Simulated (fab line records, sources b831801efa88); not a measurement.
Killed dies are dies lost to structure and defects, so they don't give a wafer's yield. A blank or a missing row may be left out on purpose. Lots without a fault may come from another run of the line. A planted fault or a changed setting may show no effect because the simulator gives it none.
Which tool did it? | flow gf180mcu | 6 lots, 18 wafers sampled, at 4 steps of a route of 602

WHAT THE GAUGES READ, wafer by wafer
GF_V4_THK_MEAS_01.
lot  | measured     | on            | V4_CVD_00_THK (nm)
L179 | day 24 03:13 | film_metro-01 | 591 597 596
L180 | day 24 10:04 | film_metro-02 | 590 593 602
L182 | day 25 08:06 | film_metro-02 | 607 604 599
L192 | day 28 16:20 | film_metro-04 | 508 523 516
L195 | day 29 08:46 | film_metro-04 | 604 599 603
L200 | day 30 15:18 | film_metro-02 | 586 594 591

WHICH TOOL RAN EACH LOT (tool, then ch and the chambers of the sampled wafers, then the start)
lot  | GF_V3_SPUTTER_22             | GF_M4_SPUTTER_01             | GF_V4_CVD_00
L179 | pvd_sputter-04, day 23 02:40 | pvd_sputter-02, day 23 03:37 | hdpcvd-02 ch 0,1,2, day 24 03:08
L180 | pvd_sputter-04, day 23 10:17 | pvd_sputter-01, day 23 11:02 | hdpcvd-02 ch 0,1,2, day 24 09:58
L182 | pvd_sputter-01, day 24 09:08 | pvd_sputter-03, day 24 09:52 | hdpcvd-01 ch 0,1,2, day 25 08:02
L192 | pvd_sputter-02, day 27 19:38 | pvd_sputter-01, day 27 20:22 | hdpcvd-01 ch 0,1,2, day 28 16:16
L195 | pvd_sputter-02, day 28 11:53 | pvd_sputter-03, day 28 12:37 | hdpcvd-02 ch 0,1, day 29 08:42
L200 | pvd_sputter-01, day 29 18:56 | pvd_sputter-01, day 29 19:43 | hdpcvd-02 ch 0,2, day 30 15:13
- GF_V3_SPUTTER_22: material TiN, target thk 10 nm, time 40 s.
- GF_M4_SPUTTER_01: material TiN, target thk 30 nm, time 25 s.
- GF_V4_CVD_00: deposits SiO2, target thk 600 nm, time 100 s.

THE ANSWER, worked out from the rows above alone
Rule: what is usual is taken from the lots themselves. Put in order of their means at a reading, lots are off if they are a third of the lots or fewer, leave a main group of 4 or more, and stand apart from it by a gap of 3 or more times the standard deviation of the main group's means; of several such gaps the widest counts. A main group whose means are all the same, to the digits that the tables above print for the reading, isn't used. A lot without any number at a reading at which 4 lots or more have one is off too. The other lots that the step has rows for count as sound.
Off: L192, at GF_V4_THK_MEAS_01 (V4_CVD_00_THK). The main group: mean 597 nm, standard deviation 4.9.
A tool fits if, at a process step before that reading, it ran every lot that is off, and no sound lot after the first of them. The gauges at GF_V4_THK_MEAS_01 are tried like those tools. One fits: hdpcvd-01 at GF_V4_CVD_00. Its last sound lot is L182 (day 25 08:02), its first lot that is off L192 (day 28 16:16): a fault that began between those two fits.

WHAT THE SIMULATOR HAD PUT IN
Process parameter drift: hdpcvd-01, from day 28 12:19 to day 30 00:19, at GF_V4_CVD_00. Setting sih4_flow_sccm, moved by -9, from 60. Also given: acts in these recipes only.
Lots struck among those shown: L192. The rule above found the same.
